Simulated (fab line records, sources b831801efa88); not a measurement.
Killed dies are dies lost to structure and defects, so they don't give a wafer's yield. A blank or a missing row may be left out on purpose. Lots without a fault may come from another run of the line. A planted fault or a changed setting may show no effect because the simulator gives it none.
Which tool did it? | flow gf180mcu | 24 lots, 72 wafers sampled, at 5 steps of a route of 602

WHAT THE GAUGES READ, wafer by wafer
GF_M4_OVL_MEAS_15.
lot  | measured     | on         | M4_OVL (nm)
L074 | day 23 08:47 | overlay-01 | -9 -8 -3
L075 | day 23 11:07 | overlay-02 | -3 -1 0
L076 | day 24 07:20 | overlay-01 | -4 -9 0
L077 | day 24 09:34 | overlay-01 | -8 -10 -8
L078 | day 24 23:15 | overlay-02 | -4 -13 -4
L079 | day 25 01:17 | overlay-01 | -10 -6 1
L080 | day 25 12:49 | overlay-02 | 3 1 -1
L081 | day 26 01:32 | overlay-01 | 3 5 5
L082 | day 26 05:14 | overlay-02 | -2 -3 -9
L083 | day 26 08:46 | overlay-01 | -2 -8 -3
L084 | day 27 01:05 | overlay-01 | -10 -3 -10
L085 | day 27 05:38 | overlay-02 | -1 8 9
L086 | day 27 17:04 | overlay-01 | -6 -9 -5
L087 | day 27 22:12 | overlay-02 | 4 4 -1
L088 | day 28 07:46 | overlay-02 | 1 -9 -1
L089 | day 28 16:44 | overlay-02 | -1 2 -4
L090 | day 28 22:27 | overlay-02 | 4 4 -6
L091 | day 29 01:07 | overlay-01 | -7 -6 -4
L092 | day 29 12:37 | overlay-02 | -8 -4 -13
L093 | day 29 16:02 | overlay-02 | -7 -9 -5
L094 | day 29 20:37 | overlay-01 | -9 -11 -7
L095 | day 30 00:53 | overlay-02 | 0 3 5
L096 | day 30 08:47 | overlay-02 | -5 5 -3
L097 | day 30 16:16 | overlay-02 | 0 9 6

GF_V5_CD_MEAS_14: target cd 260 nm.
lot  | measured     | on        | cd_nm (nm)
L074 | day 27 04:17 | cd_sem-01 | 257.2 257.4 257.1
L075 | day 27 06:40 | cd_sem-02 | 259.6 259.4 259.5
L076 | day 28 00:16 | cd_sem-01 | 260.3 262.1 261.0
L077 | day 28 03:32 | cd_sem-01 | 258.8 258.7 259.0
L078 | day 28 13:08 | cd_sem-02 | 260.7 261.5 260.9
L079 | day 28 15:46 | cd_sem-02 | 261.1 261.0 261.1
L080 | day 29 02:58 | cd_sem-01 | 260.8 262.5 259.9
L081 | day 29 14:34 | cd_sem-01 | 262.6 260.4 260.9
L082 | day 29 17:31 | cd_sem-01 | 261.2 258.9 260.6
L083 | day 29 20:51 | cd_sem-01 | 259.7 260.5 260.2
L084 | day 30 12:44 | cd_sem-02 | 259.3 258.1 258.2
L085 | day 30 16:03 | cd_sem-02 | 258.4 257.9 257.5
L086 | day 30 23:43 | cd_sem-02 | 259.8 260.6 259.8
L087 | day 31 06:00 | cd_sem-01 | 258.7 259.9 259.0
L088 | day 31 14:40 | cd_sem-02 | 259.9 260.5 259.6
L089 | day 31 22:18 | cd_sem-01 | 259.1 260.1 259.7
L090 | day 32 03:00 | cd_sem-02 | 260.6 260.0 259.2
L091 | day 32 06:34 | cd_sem-01 | 260.9 260.0 259.6
L092 | day 32 16:01 | cd_sem-01 | 260.9 260.2 261.0
L093 | day 32 18:22 | cd_sem-02 | 259.0 259.2 258.7
L094 | day 33 00:12 | cd_sem-01 | 257.6 257.5 256.9
L095 | day 33 02:58 | cd_sem-01 | 259.7 259.1 258.4
L096 | day 33 10:03 | cd_sem-02 | 260.3 259.2 259.4
L097 | day 33 16:38 | cd_sem-01 | 261.3 260.3 261.0

GF_PASSIVATION_THK_MEAS_03.
lot  | measured     | on            | PASSIVATION_CVD_02_THK (nm)
L074 | day 28 03:42 | film_metro-02 | 706 700 714
L075 | day 28 05:53 | film_metro-01 | 695 707 711
L076 | day 28 23:51 | film_metro-03 | 696 705 705
L077 | day 29 01:37 | film_metro-01 | 703 687 707
L078 | day 29 10:53 | film_metro-02 | 698 701 712
L079 | day 29 13:35 | film_metro-03 | 692 684 709
L080 | day 30 00:48 | film_metro-01 | 705 688 712
L081 | day 30 12:13 | film_metro-03 | 683 707 699
L082 | day 30 15:20 | film_metro-02 | 698 688 699
L083 | day 30 18:19 | film_metro-01 | 695 698 709
L084 | day 31 08:55 | film_metro-01 | 686 693 694
L085 | day 31 12:59 | film_metro-01 | 688 703 702
L086 | day 31 20:03 | film_metro-01 | 701 701 705
L087 | day 32 01:36 | film_metro-03 | 690 698 707
L088 | day 32 11:15 | film_metro-03 | 682 693 698
L089 | day 32 18:03 | film_metro-01 | 703 712 720
L090 | day 32 22:03 | film_metro-01 | 682 689 687
L091 | day 33 01:55 | film_metro-02 | 694 693 701
L092 | day 33 10:44 | film_metro-01 | 676 678 706
L093 | day 33 12:55 | film_metro-01 | 688 698 700
L094 | day 33 19:07 | film_metro-03 | 705 700 714
L095 | day 33 21:44 | film_metro-02 | 711 706 714
L096 | day 34 04:43 | film_metro-02 | 678 691 677
L097 | day 34 10:57 | film_metro-02 | 717 723 704

WHICH TOOL RAN EACH LOT (tool, then ch and the chambers of the sampled wafers, then the start)
lot  | GF_MIM_SPUTTER_08            | GF_V5_CVD_02
L074 | pvd_sputter-01, day 24 10:39 | pecvd-02 ch 0,2, day 26 07:04
L075 | pvd_sputter-03, day 24 12:54 | pecvd-02 ch 1,2, day 26 09:05
L076 | pvd_sputter-01, day 25 08:45 | pecvd-02 ch 0,2, day 27 04:04
L077 | pvd_sputter-01, day 25 11:34 | pecvd-02 ch 0,1, day 27 06:46
L078 | pvd_sputter-01, day 25 23:48 | pecvd-02 ch 1,2, day 27 16:55
L079 | pvd_sputter-02, day 26 01:48 | pecvd-04 ch 1,2, day 27 19:31
L080 | pvd_sputter-01, day 26 13:15 | pecvd-03 ch 0,1,2, day 28 06:52
L081 | pvd_sputter-02, day 27 01:45 | pecvd-03 ch 0,1, day 28 19:29
L082 | pvd_sputter-03, day 27 04:50 | pecvd-03 ch 0,1, day 28 21:43
L083 | pvd_sputter-02, day 27 09:07 | pecvd-02 ch 0,2, day 29 01:08
L084 | pvd_sputter-01, day 28 00:46 | pecvd-02 ch 1,2, day 29 17:29
L085 | pvd_sputter-01, day 28 05:17 | pecvd-03 ch 0,1, day 29 20:55
L086 | pvd_sputter-02, day 28 15:37 | pecvd-04 ch 0,1,2, day 30 05:48
L087 | pvd_sputter-01, day 28 20:49 | pecvd-02 ch 0,2, day 30 11:41
L088 | pvd_sputter-01, day 29 06:47 | pecvd-04 ch 0,2, day 30 20:50
L089 | pvd_sputter-02, day 29 14:38 | pecvd-02 ch 0,1, day 31 04:10
L090 | pvd_sputter-03, day 29 20:37 | pecvd-03 ch 0,1, day 31 09:34
L091 | pvd_sputter-02, day 29 23:41 | pecvd-03 ch 1,2, day 31 12:42
L092 | pvd_sputter-02, day 30 10:17 | pecvd-03 ch 0,2, day 31 22:52
L093 | pvd_sputter-03, day 30 13:55 | pecvd-04 ch 1,2, day 32 01:36
L094 | pvd_sputter-03, day 30 18:35 | pecvd-03 ch 0,2, day 32 07:10
L095 | pvd_sputter-03, day 30 22:49 | pecvd-02 ch 0,2, day 32 10:31
L096 | pvd_sputter-03, day 31 06:22 | pecvd-04 ch 0,1,2, day 32 17:23
L097 | pvd_sputter-01, day 31 13:53 | pecvd-04 ch 0,1,2, day 33 00:35
- GF_MIM_SPUTTER_08: material AlCu, target thk 200 nm, time 10.6 s.
- GF_V5_CVD_02: deposits SiO2 from TEOS, target thk 1450 nm, time 163.28 s.

WHAT THE TOOLS THEMSELVES READ (means of the sampled wafers that have a number; where no wafer has one, the mark that the record gives instead)
GF_MIM_SPUTTER_08.
lot  | tool           | throttle_valve_pct (%)
L074 | pvd_sputter-01 | 30.7
L075 | pvd_sputter-03 | 29.5
L076 | pvd_sputter-01 | 30.5
L077 | pvd_sputter-01 | 30.0
L078 | pvd_sputter-01 | 30.7
L079 | pvd_sputter-02 | 30.6
L080 | pvd_sputter-01 | 30.3
L081 | pvd_sputter-02 | 30.7
L082 | pvd_sputter-03 | 30.2
L083 | pvd_sputter-02 | 30.2
L084 | pvd_sputter-01 | 29.9
L085 | pvd_sputter-01 | 30.5
L086 | pvd_sputter-02 | 30.7
L087 | pvd_sputter-01 | 30.0
L088 | pvd_sputter-01 | 30.8
L089 | pvd_sputter-02 | 31.0
L090 | pvd_sputter-03 | 31.4
L091 | pvd_sputter-02 | 29.7
L092 | pvd_sputter-02 | 29.7
L093 | pvd_sputter-03 | 30.6
L094 | pvd_sputter-03 | 30.3
L095 | pvd_sputter-03 | 30.7
L096 | pvd_sputter-03 | 30.5
L097 | pvd_sputter-01 | 30.8

GF_V5_CVD_02.
lot  | tool     | heater_power_outer_w (W) | heater_power_w (W)
L074 | pecvd-02 | 398                      | 662
L075 | pecvd-02 | 347                      | 659
L076 | pecvd-02 | 434                      | 664
L077 | pecvd-02 | 466                      | 697
L078 | pecvd-02 | 321                      | 614
L079 | pecvd-04 | 423                      | 722
L080 | pecvd-03 | 385                      | 698
L081 | pecvd-03 | 422                      | 747
L082 | pecvd-03 | 452                      | 798
L083 | pecvd-02 | 458                      | 708
L084 | pecvd-02 | 321                      | 608
L085 | pecvd-03 | 440                      | 790
L086 | pecvd-04 | 378                      | 630
L087 | pecvd-02 | 420                      | 699
L088 | pecvd-04 | 297                      | 548
L089 | pecvd-02 | 433                      | 650
L090 | pecvd-03 | 433                      | 752
L091 | pecvd-03 | 373                      | 664
L092 | pecvd-03 | 389                      | 679
L093 | pecvd-04 | 472                      | 789
L094 | pecvd-03 | 378                      | 670
L095 | pecvd-02 | 464                      | 706
L096 | pecvd-04 | 376                      | 637
L097 | pecvd-04 | 372                      | 637

THE ANSWER, worked out from the rows above alone
Rule: what is usual is taken from the lots themselves. Put in order of their means at a reading, lots are off if they are a third of the lots or fewer, leave a main group of 4 or more, and stand apart from it by a gap of 3 or more times the standard deviation of the main group's means; of several such gaps the widest counts. A main group whose means are all the same, to the digits that the tables above print for the reading, isn't used. A lot without any number at a reading at which 4 lots or more have one is off too. The other lots that the step has rows for count as sound. The gauges are gone through in route order, then the tools' own readings, and for those a lot's mean is taken as printed above. The first step at which some lot is off is used, and at that step the reading that is off furthest; a lot without a number counts as furthest.
No lot is off at any reading shown: from this, nothing can be told.

WHAT THE SIMULATOR HAD PUT IN
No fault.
